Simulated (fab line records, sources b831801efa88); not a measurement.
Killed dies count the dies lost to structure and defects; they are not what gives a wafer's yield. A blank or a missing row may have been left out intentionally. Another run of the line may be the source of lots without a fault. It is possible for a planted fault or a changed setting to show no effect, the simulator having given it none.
Which of the tools did it? :: flow sky130 :: 14 lots, 41 wafers sampled, at 4 steps of a route of 708

WHAT THE GAUGES READ, wafer by wafer
SKY_LOCAL_INTERCONNECT_CD_MEAS_11: the cd target is 170 nm.
lot: L346
measured: day 31 03:30
on: cd-sem-02
cd-nm (nm): 169.6 170.1 169.0

lot: L348
measured: day 31 12:26
on: cd-sem-02
cd-nm (nm): 169.1 169.4 168.8

lot: L347
measured: day 31 17:12
on: cd-sem-01
cd-nm (nm): 170.4 170.9 170.6

lot: L349
measured: day 31 22:40
on: cd-sem-01
cd-nm (nm): 171.4 170.9 170.3

lot: L350
measured: day 32 06:01
on: cd-sem-01
cd-nm (nm): 171.4 170.2 170.3

lot: L351
measured: day 32 09:39
on: cd-sem-01
cd-nm (nm): 173.7 173.0 172.0

lot: L355
measured: day 33 14:29
on: cd-sem-02
cd-nm (nm): 169.2 170.2 169.2

lot: L356
measured: day 33 22:35
on: cd-sem-01
cd-nm (nm): 171.0 170.9 171.3

lot: L358
measured: day 34 19:53
on: cd-sem-01
cd-nm (nm): 168.5 171.1 170.9

lot: L361
measured: day 35 17:32
on: cd-sem-02
cd-nm (nm): 171.0 170.4 171.1

lot: L369
measured: day 37 17:49
on: cd-sem-01
cd-nm (nm): 168.7 169.9

SKY_METAL1_CD_MEAS_15: the cd target is 140 nm.
lot: L346
measured: day 33 13:04
on: cd-sem-01
cd-nm (nm): 142.4 141.3 140.8

lot: L348
measured: day 33 21:25
on: cd-sem-02
cd-nm (nm): 140.4 140.8 140.3

lot: L347
measured: day 34 03:00
on: cd-sem-02
cd-nm (nm): 136.1 135.5 136.2

lot: L349
measured: day 34 08:13
on: cd-sem-01
cd-nm (nm): 140.4 139.3 139.8

lot: L350
measured: day 34 16:37
on: cd-sem-02
cd-nm (nm): 140.7 141.8 141.3

lot: L351
measured: day 34 18:40
on: cd-sem-01
cd-nm (nm): 139.4 140.6 139.2

lot: L355
measured: day 35 22:20
on: cd-sem-02
cd-nm (nm): 141.1 139.9 140.6

lot: L356
measured: day 36 07:17
on: cd-sem-01
cd-nm (nm): 141.1 140.6 141.9

lot: L358
measured: day 37 03:07
on: cd-sem-02
cd-nm (nm): 139.5 138.4 137.6

lot: L361
measured: day 38 01:37
on: cd-sem-02
cd-nm (nm): 139.0 138.5 138.5

lot: L369
measured: day 39 23:36
on: cd-sem-01
cd-nm (nm): 141.4 141.6

WHAT TOOL EACH LOT RAN ON (gives the tool, then ch and the chambers of the sampled wafers, and finally the start)
lot: L346
SKY_LI_CONTACT_STRIP_16: plasma-asher-02 ch 0,1, day 29 23:41
SKY_LOCAL_INTERCONNECT_SPUTTER_00: pvd-sputter-02, day 30 00:44

lot: L348
SKY_LI_CONTACT_STRIP_16: plasma-asher-02 ch 0,1, day 30 07:44
SKY_LOCAL_INTERCONNECT_SPUTTER_00: pvd-sputter-04, day 30 09:02

lot: L347
SKY_LI_CONTACT_STRIP_16: plasma-asher-02 ch 0, day 30 12:19
SKY_LOCAL_INTERCONNECT_SPUTTER_00: pvd-sputter-01, day 30 13:32

lot: L349
SKY_LI_CONTACT_STRIP_16: plasma-asher-03 ch 0,1, day 30 18:14
SKY_LOCAL_INTERCONNECT_SPUTTER_00: pvd-sputter-04, day 30 19:14

lot: L350
SKY_LI_CONTACT_STRIP_16: plasma-asher-02 ch 0,1, day 31 01:18
SKY_LOCAL_INTERCONNECT_SPUTTER_00: pvd-sputter-01, day 31 02:18

lot: L351
SKY_LI_CONTACT_STRIP_16: plasma-asher-02 ch 0, day 31 04:41
SKY_LOCAL_INTERCONNECT_SPUTTER_00: pvd-sputter-01, day 31 05:44

lot: L355
SKY_LI_CONTACT_STRIP_16: plasma-asher-01 ch 0,1, day 32 11:04
SKY_LOCAL_INTERCONNECT_SPUTTER_00: pvd-sputter-01, day 32 12:06

lot: L356
SKY_LI_CONTACT_STRIP_16: plasma-asher-01 ch 0,1, day 32 18:17
SKY_LOCAL_INTERCONNECT_SPUTTER_00: pvd-sputter-04, day 32 19:21

lot: L358
SKY_LI_CONTACT_STRIP_16: plasma-asher-01 ch 0,1, day 33 15:31
SKY_LOCAL_INTERCONNECT_SPUTTER_00: pvd-sputter-04, day 33 16:31

lot: L361
SKY_LI_CONTACT_STRIP_16: plasma-asher-03 ch 0,1, day 34 14:11
SKY_LOCAL_INTERCONNECT_SPUTTER_00: pvd-sputter-01, day 34 15:11

lot: L363
SKY_LI_CONTACT_STRIP_16: plasma-asher-01 ch 0,1, day 35 01:55
SKY_LOCAL_INTERCONNECT_SPUTTER_00: -

lot: L364
SKY_LI_CONTACT_STRIP_16: plasma-asher-03 ch 0,1, day 35 12:35
SKY_LOCAL_INTERCONNECT_SPUTTER_00: -

lot: L365
SKY_LI_CONTACT_STRIP_16: plasma-asher-03 ch 0,1, day 35 22:58
SKY_LOCAL_INTERCONNECT_SPUTTER_00: -

lot: L369
SKY_LI_CONTACT_STRIP_16: plasma-asher-02 ch 1, day 36 14:44
SKY_LOCAL_INTERCONNECT_SPUTTER_00: pvd-sputter-01, day 36 15:45
- SKY_LI_CONTACT_STRIP_16: strips in O2/N2.
- SKY_LOCAL_INTERCONNECT_SPUTTER_00: material TiN, target thk 100 nm, time 83.3 s.

WHAT THE TOOLS THEMSELVES READ (means of the sampled wafers that have a number; where no wafer has one, the mark that the record gives instead)
SKY_LI_CONTACT_STRIP_16.
lot: L346
tool: plasma-asher-02
chamber-pressure-mTorr (mTorr): 1500.3
drypump-motor-current-A (A): 6.3
n2-flow-sccm (sccm): 299.7
oes-product-au (a.u.): 0.373
strip-time-to-endpoint-s (s): 3.52

lot: L348
tool: plasma-asher-02
chamber-pressure-mTorr (mTorr): 1500.1
drypump-motor-current-A (A): 6.3
n2-flow-sccm (sccm): 300.0
oes-product-au (a.u.): 0.379
strip-time-to-endpoint-s (s): 3.54

lot: L347
tool: plasma-asher-02
chamber-pressure-mTorr (mTorr): 1499.9
drypump-motor-current-A (A): 6.0
n2-flow-sccm (sccm): 299.8
oes-product-au (a.u.): 0.380
strip-time-to-endpoint-s (s): 3.55

lot: L349
tool: plasma-asher-03
chamber-pressure-mTorr (mTorr): 1500.5
drypump-motor-current-A (A): 5.4
n2-flow-sccm (sccm): 301.5
oes-product-au (a.u.): 0.373
strip-time-to-endpoint-s (s): 3.50

lot: L350
tool: plasma-asher-02
chamber-pressure-mTorr (mTorr): 1500.1
drypump-motor-current-A (A): 6.3
n2-flow-sccm (sccm): 299.7
oes-product-au (a.u.): 0.376
strip-time-to-endpoint-s (s): 3.56

lot: L351
tool: plasma-asher-02
chamber-pressure-mTorr (mTorr): 1500.8
drypump-motor-current-A (A): 6.0
n2-flow-sccm (sccm): 299.7
oes-product-au (a.u.): 0.380
strip-time-to-endpoint-s (s): 3.54

lot: L355
tool: plasma-asher-01
chamber-pressure-mTorr (mTorr): 1499.9
drypump-motor-current-A (A): 5.7
n2-flow-sccm (sccm): 298.7
oes-product-au (a.u.): 0.381
strip-time-to-endpoint-s (s): 3.57

lot: L356
tool: plasma-asher-01
chamber-pressure-mTorr (mTorr): 1499.8
drypump-motor-current-A (A): 5.7
n2-flow-sccm (sccm): 299.4
oes-product-au (a.u.): 0.378
strip-time-to-endpoint-s (s): 3.54

lot: L358
tool: plasma-asher-01
chamber-pressure-mTorr (mTorr): 1499.4
drypump-motor-current-A (A): 5.6
n2-flow-sccm (sccm): 300.0
oes-product-au (a.u.): 0.380
strip-time-to-endpoint-s (s): 3.54

lot: L361
tool: plasma-asher-03
chamber-pressure-mTorr (mTorr): 1499.8
drypump-motor-current-A (A): 5.4
n2-flow-sccm (sccm): 300.4
oes-product-au (a.u.): 0.377
strip-time-to-endpoint-s (s): 3.51

lot: L363
tool: plasma-asher-01
chamber-pressure-mTorr (mTorr): -
drypump-motor-current-A (A): -
n2-flow-sccm (sccm): -
oes-product-au (a.u.): -
strip-time-to-endpoint-s (s): -

lot: L364
tool: plasma-asher-03
chamber-pressure-mTorr (mTorr): -
drypump-motor-current-A (A): -
n2-flow-sccm (sccm): -
oes-product-au (a.u.): -
strip-time-to-endpoint-s (s): -

lot: L365
tool: plasma-asher-03
chamber-pressure-mTorr (mTorr): -
drypump-motor-current-A (A): -
n2-flow-sccm (sccm): -
oes-product-au (a.u.): -
strip-time-to-endpoint-s (s): -

lot: L369
tool: plasma-asher-02
chamber-pressure-mTorr (mTorr): 1499.3
drypump-motor-current-A (A): 6.5
n2-flow-sccm (sccm): 299.4
oes-product-au (a.u.): 0.376
strip-time-to-endpoint-s (s): 3.50

SKY_LOCAL_INTERCONNECT_SPUTTER_00.
lot: L346
tool: pvd-sputter-02
substrate-temp-c (C): 300.18
throttle-valve-pct (%): 29.4

lot: L348
tool: pvd-sputter-04
substrate-temp-c (C): 299.98
throttle-valve-pct (%): 31.0

lot: L347
tool: pvd-sputter-01
substrate-temp-c (C): 300.10
throttle-valve-pct (%): 30.5

lot: L349
tool: pvd-sputter-04
substrate-temp-c (C): 300.04
throttle-valve-pct (%): 30.4

lot: L350
tool: pvd-sputter-01
substrate-temp-c (C): 300.18
throttle-valve-pct (%): 29.4

lot: L351
tool: pvd-sputter-01
substrate-temp-c (C): 300.07
throttle-valve-pct (%): 30.4

lot: L355
tool: pvd-sputter-01
substrate-temp-c (C): 299.92
throttle-valve-pct (%): 30.0

lot: L356
tool: pvd-sputter-04
substrate-temp-c (C): 299.77
throttle-valve-pct (%): 31.2

lot: L358
tool: pvd-sputter-04
substrate-temp-c (C): 300.00
throttle-valve-pct (%): 30.3

lot: L361
tool: pvd-sputter-01
substrate-temp-c (C): 299.87
throttle-valve-pct (%): 30.2

lot: L369
tool: pvd-sputter-01
substrate-temp-c (C): 300.06
throttle-valve-pct (%): 29.7

THE ANSWER, worked out from the rows above alone
Rule: what is usual is taken from the lots themselves. Put in order of their means at a reading, lots are off if they are a third of the lots or fewer, leave a main group of 4 or more, and stand apart from it by a gap of 3 or more times the standard deviation of the main group's means; of several such gaps the widest counts. Not used: any main group whose means are identical at the precision the tables above print for the reading. Also off: a lot with no number at a reading for which 4 or more lots have one. Where the step has rows for the other lots, those lots are counted as sound. The gauges are gone through in route order, then the tools' own readings, and for those a lot's mean is taken as printed above. At the first step where some lot is off, the reading lying furthest off is the one used; lots without a number count as furthest.
Off: L363, L364, L365 (SKY_LI_CONTACT_STRIP_16, chamber-pressure-mTorr). Without a number there: L363, L364, L365. The main group: mean 1500.0 mTorr, standard deviation 0.42.
If a tool, at that step or one of the process steps before it, ran each lot that is off and ran no sound lot following the first of them, it fits. Not one of the candidates tried fits.

WHAT THE SIMULATOR HAD INSERTED
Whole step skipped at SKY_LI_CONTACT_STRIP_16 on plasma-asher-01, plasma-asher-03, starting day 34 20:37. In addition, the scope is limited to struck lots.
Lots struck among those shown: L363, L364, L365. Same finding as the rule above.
